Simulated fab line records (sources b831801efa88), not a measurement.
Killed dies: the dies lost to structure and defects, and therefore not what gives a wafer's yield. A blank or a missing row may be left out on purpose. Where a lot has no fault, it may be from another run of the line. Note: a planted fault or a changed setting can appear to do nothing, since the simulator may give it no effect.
Matching of chambers | flow gf180mcu | GF_V3_CMP_26 on cmp-01: 4 sister chambers
The step polishes, stops on SiO2, t overpolish 16.34 s, target thk 0 nm. 8 wafers are shown with their chamber, then 11 later ones without.

## WAFERS, EACH WITH ITS CHAMBER
wafer  | chamber | motor current A (A) | time to endpoint s (s)
L085.4 | 0       | 10.5                | 89
L086.1 | 2       | 9.4                 | 81
L086.3 | 1       | 10.1                | 80
L086.5 | 3       | 13.1                | 81
L089.1 | 2       | 9.6                 | 81
L089.4 | 0       | 9.7                 | 90
L089.6 | 3       | 13.3                | 82
L092.2 | 1       | 9.8                 | 81

## WAFERS WITHOUT THEIR CHAMBER
wafer  | motor current A (A) | time to endpoint s (s)
L092.3 | 13.2                | 82
L092.6 | 9.2                 | 82
L093.1 | 9.6                 | 82
L093.4 | 9.5                 | 85
L093.5 | 10.4                | 82
L096.1 | 10.4                | 87
L096.2 | 9.4                 | 88
L096.3 | 13.5                | 88
L097.2 | 10.4                | 77
L097.4 | 9.6                 | 84
L097.5 | 13.0                | 79

## CHAMBER TAKEN BY EACH
wafer  | from the rows above          | in truth
L092.3 | 3                            | 3
L092.6 | can't be placed: 2 or 1      | 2
L093.1 | can't be placed: 2 or 1      | 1
L093.4 | can't be placed: 2 or 1 or 0 | 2
L093.5 | can't be placed: 1 or 2      | 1
L096.1 | 0                            | 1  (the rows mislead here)
L096.2 | 0                            | 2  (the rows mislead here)
L096.3 | can't be placed: 3 or 0      | 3
L097.2 | can't be placed: 1 or 2      | 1
L097.4 | can't be placed: 2 or 1      | 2
L097.5 | 3                            | 3
2 of 11 placed correctly. From these rows, 7 cannot be placed; in 7 the true chamber is one of the candidates. Number placed wrongly: 2.
How it was worked out, from the rows above alone: a wafer's distance from a chamber is the root of the sum, over the readings, of the square of ((its reading less the chamber's mean) divided by the reading's scatter). The wafer belongs to the nearest chamber; if the next one is less than 2 further off, it can't be placed. Each chamber's mean is taken over the wafers shown for it. The scatter: the root of (the sum of the squares of (reading less its chamber's mean) over the shown wafers, divided by (wafers less chambers)).
